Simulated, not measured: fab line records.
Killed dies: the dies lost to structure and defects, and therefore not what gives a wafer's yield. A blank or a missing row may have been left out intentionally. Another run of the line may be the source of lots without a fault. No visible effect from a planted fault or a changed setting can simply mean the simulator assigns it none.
Problem report, 8D (eight disciplines) form, completed by code | flow gf180mcu | the parts of the form that need people (team, actions taken, sign-off) are left out

1. PROBLEM STATEMENT
rf-fwd-power-W at GF_V3_ETCH_16 reads a mean of 295.1 W on 2 wafers of 2 lots; wafers without a fault read 494.4 W with a standard deviation of 2.1. That is -95 standard deviations from the usual mean.
The step: etches BARC in N2/H2.
The first sign was on wafer L896.5 at day 28 10:16, on rie-diel-03. The record holds 42 wafers of 14 lots with a number at this step. The rule behind "out" and "out of limits": a value lying over 4 standard deviations away from the usual mean. The rest of the wafers with a number are treated as sound.

2. WHAT THIS IS AND IS NOT
question                    | is                             | is not
which readings at this step | rf-fwd-power-W, oes-product-au | drypump-motor-current-A, throttle-valve-pct
which lots                  | L896, L899                     | L878, L879, L880, L882, L883, L887, L888, L889, L890, L891, L892, L901
which wafers of those lots  | L896.5, L899.5                 | L896.4, L896.6, L899.4, L899.6
read on which tools         | rie-diel-03                    | rie-diel-02, rie-diel-04
when                        | from day 28 10:16              | up to then (35 sound wafers); but 5 sound wafers of L899, L901 came after

3. WHAT RULES OUT EACH SUSPECT
Counting: if a tool at a process step up to the reading ran every lot that is out, it stays a suspect. Sound lots after the first of them don't rule it out here, since some wafers of a struck lot are sound.
- rie-diel-03 at GF_V3_ETCH_16 (etches BARC in N2/H2): kept. Every lot that is out went through it, the first being L896 (day 28 10:16); the last sound lot it ran before that was L890 (day 26 13:37). Out on those wafers are its own readings of oes-product-au, rf-fwd-power-W.
- At GF_V3_ETCH_16, inside rie-diel-03: chamber 2 took the wafers that are out, while their sound lot-mates went through chambers 1, 3.
Left after counting: rie-diel-03 at GF_V3_ETCH_16.

4. THE CAUSE (what the simulator had put in)
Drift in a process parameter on rie-diel-03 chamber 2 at GF_V3_ETCH_16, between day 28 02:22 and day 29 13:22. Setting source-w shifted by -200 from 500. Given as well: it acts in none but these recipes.
After counting, this tool was the only one left.

5. SEQUENCE OF EFFECTS, ordered by route
One row per reading whose mean, taken over the struck wafers that have a number, lies over 3 standard deviations from the usual. Readings are gone through only where the record gives a usual standard deviation; hours: the median, over the lots, of the time from a lot's start at the first step in this table giving one to that lot's start at this step; sigmas: the change measured in usual standard deviations.
hours | step          | reading        | usual      | on struck wafers | change | sigmas
0     | GF_V3_ETCH_16 | oes-product-au | 0.855 a.u. | 0.776            | -0.079 | -16
0     | GF_V3_ETCH_16 | rf-fwd-power-W | 494.4 W    | 295.1            | -199.2 | -95
The process steps in it:
- GF_V3_ETCH_16: etches BARC in N2/H2.

6. WHAT WOULD HAVE CAUGHT IT SOONER
The fault began at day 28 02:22; the first out-of-limits reading in this record came at day 28 10:16, 8 hours later.
